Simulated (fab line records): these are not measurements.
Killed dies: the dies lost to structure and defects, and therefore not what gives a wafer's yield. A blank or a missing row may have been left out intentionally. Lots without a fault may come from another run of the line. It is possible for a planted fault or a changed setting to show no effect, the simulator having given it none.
Matching of chambers / flow gf180mcu / GF_V5_ETCH_17 on rie diel-01 has 4 sister chambers
The step etches SiO2 in C4F8/O2/Ar, stops on TiN, target depth 855 nm. 4 wafers are shown with their chamber, then 7 later ones without.

## EACH WAFER AND ITS CHAMBER
wafer=L983.2; chamber=0; chamber pressure mTorr (mTorr)=40.08
wafer=L985.5; chamber=3; chamber pressure mTorr (mTorr)=40.02
wafer=L989.1; chamber=2; chamber pressure mTorr (mTorr)=40.07
wafer=L989.4; chamber=1; chamber pressure mTorr (mTorr)=40.02

## WAFERS MISSING THEIR CHAMBER
wafer=L989.6; chamber pressure mTorr (mTorr)=39.98
wafer=L993.2; chamber pressure mTorr (mTorr)=40.00
wafer=L993.3; chamber pressure mTorr (mTorr)=39.98
wafer=L993.4; chamber pressure mTorr (mTorr)=39.96
wafer=L103.4; chamber pressure mTorr (mTorr)=40.04
wafer=L103.5; chamber pressure mTorr (mTorr)=40.05
wafer=L103.6; chamber pressure mTorr (mTorr)=40.04

## CHAMBER TAKEN BY EACH
wafer=L989.6; from the rows above=can't be placed: 1 or 3 or 2 or 0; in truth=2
wafer=L993.2; from the rows above=can't be placed: 1 or 3 or 2 or 0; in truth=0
wafer=L993.3; from the rows above=can't be placed: 1 or 3 or 2 or 0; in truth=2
wafer=L993.4; from the rows above=can't be placed: 1 or 3 or 2 or 0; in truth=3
wafer=L103.4; from the rows above=can't be placed: 1 or 3 or 2 or 0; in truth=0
wafer=L103.5; from the rows above=can't be placed: 2 or 1 or 3 or 0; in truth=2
wafer=L103.6; from the rows above=can't be placed: 1 or 3 or 2 or 0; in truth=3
Placed correctly: 0 of 7. These rows do not allow placing 7 (true chamber among the candidates in 7). Number placed wrongly: 0.
How it was worked out, from the rows above alone: a wafer's distance from a chamber is the root of the sum, over the readings, of the square of ((its reading less the chamber's mean) divided by the reading's scatter). If the next closest chamber is less than 2 further off than the closest, the wafer can't be placed; otherwise it belongs to the closest. A chamber's mean is the mean of its shown wafers. The scatter: with one shown wafer a chamber, the root of the mean of the squares of how far each hidden wafer lies from its nearest shown one.
